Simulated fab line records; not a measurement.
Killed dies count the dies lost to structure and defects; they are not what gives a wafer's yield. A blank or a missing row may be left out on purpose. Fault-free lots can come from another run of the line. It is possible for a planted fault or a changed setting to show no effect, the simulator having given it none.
Chamber matching	flow sky130	cmp-02 running SKY_VIA2_CMP_02: 4 sister chambers
The step polishes SiO2. 8 wafers are shown with their chamber, then 12 later ones without.

EACH WAFER AND ITS CHAMBER
wafer	chamber	motor current A (A)	platen rpm (rpm)
L083.2	1	11.3	60.04
L083.4	0	12.1	59.99
L085.1	0	12.6	60.00
L085.2	3	13.9	59.98
L085.3	2	13.3	59.97
L087.4	3	14.0	60.04
L087.5	1	11.6	59.96
L087.6	2	12.3	60.06

WAFERS WITHOUT THEIR CHAMBER
wafer	motor current A (A)	platen rpm (rpm)
L086.2	14.3	60.03
L086.4	11.8	59.95
L086.6	11.7	59.96
L089.1	12.9	59.95
L089.3	12.7	60.00
L089.4	11.4	60.03
L090.1	14.8	60.03
L090.4	12.3	59.95
L090.6	11.6	59.93
L091.3	13.9	59.96
L091.5	11.7	60.03
L091.6	13.2	60.03

WHICH CHAMBER EACH ONE RAN IN
wafer	from the rows above	in truth
L086.2	3	3
L086.4	can't be placed: 1 or 0 or 2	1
L086.6	can't be placed: 1 or 0 or 2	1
L089.1	can't be placed: 2 or 0 or 3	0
L089.3	can't be placed: 2 or 0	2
L089.4	can't be placed: 1 or 0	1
L090.1	3	3
L090.4	can't be placed: 0 or 2 or 1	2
L090.6	can't be placed: 1 or 0 or 2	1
L091.3	can't be placed: 3 or 2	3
L091.5	can't be placed: 1 or 0 or 2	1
L091.6	can't be placed: 2 or 3 or 0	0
Correctly placed: 2 of 12. These rows do not allow placing 10 (true chamber among the candidates in 10). Number placed wrongly: 0.
How it was worked out, from the rows above alone: a wafer's distance from a chamber is the root of the sum, over the readings, of the square of ((its reading less the chamber's mean) divided by the reading's scatter). The wafer belongs to the nearest chamber; if the next one is less than 2 further off, it can't be placed. The mean given for a chamber averages the wafers shown for that chamber. The scatter: the root of (the sum of the squares of (reading less its chamber's mean) over the shown wafers, divided by (wafers less chambers)).
